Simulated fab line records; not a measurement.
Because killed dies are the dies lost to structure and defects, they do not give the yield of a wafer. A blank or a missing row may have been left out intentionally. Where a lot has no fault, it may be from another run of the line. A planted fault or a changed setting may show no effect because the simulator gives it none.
Matching of chambers	flow sky130	SKY_CONTACT_CMP_27 on cmp-02: 4 sister chambers
The step polishes, stops on SiO2, t overpolish 15 s, target thk 0 nm. 7 wafers are shown with their chamber, then 8 later ones without.

## WAFERS, EACH WITH ITS CHAMBER
wafer	chamber	motorCurrentA (A)	timeToEndpointS (s)
L905.4	2	13.5	84
L908.4	3	10.0	77
L909.1	2	13.1	80
L909.5	0	9.6	85
L910.4	0	10.1	81
L910.5	1	10.5	73
L914.1	1	11.4	76

## WAFERS WITHOUT THEIR CHAMBER
wafer	motorCurrentA (A)	timeToEndpointS (s)
L914.2	9.5	85
L914.5	13.0	84
L916.1	10.0	80
L916.2	13.5	80
L916.4	10.9	78
L917.4	9.4	85
L917.5	11.3	78
L917.6	13.6	82

## WHICH CHAMBER EACH ONE RAN IN
wafer	from the rows above	in truth
L914.2	0	0
L914.5	2	2
L916.1	can't be placed: 3 or 0 or 1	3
L916.2	2	2
L916.4	can't be placed: 1 or 3 or 0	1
L917.4	0	0
L917.5	can't be placed: 1 or 3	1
L917.6	2	2
Correctly placed: 5 of 8. Unplaceable from these rows: 3, with the true chamber sitting among the candidates in 3. Number placed wrongly: 0.
How it was worked out, from the rows above alone: a wafer's distance from a chamber is the root of the sum, over the readings, of the square of ((its reading less the chamber's mean) divided by the reading's scatter). If the next closest chamber is less than 2 further off than the closest, the wafer can't be placed; otherwise it belongs to the closest. Each chamber's mean is taken over the wafers shown for it. The scatter: take each reading less its chamber's mean, square it, sum over the shown wafers, divide by the number of wafers less the number of chambers, and take the root.
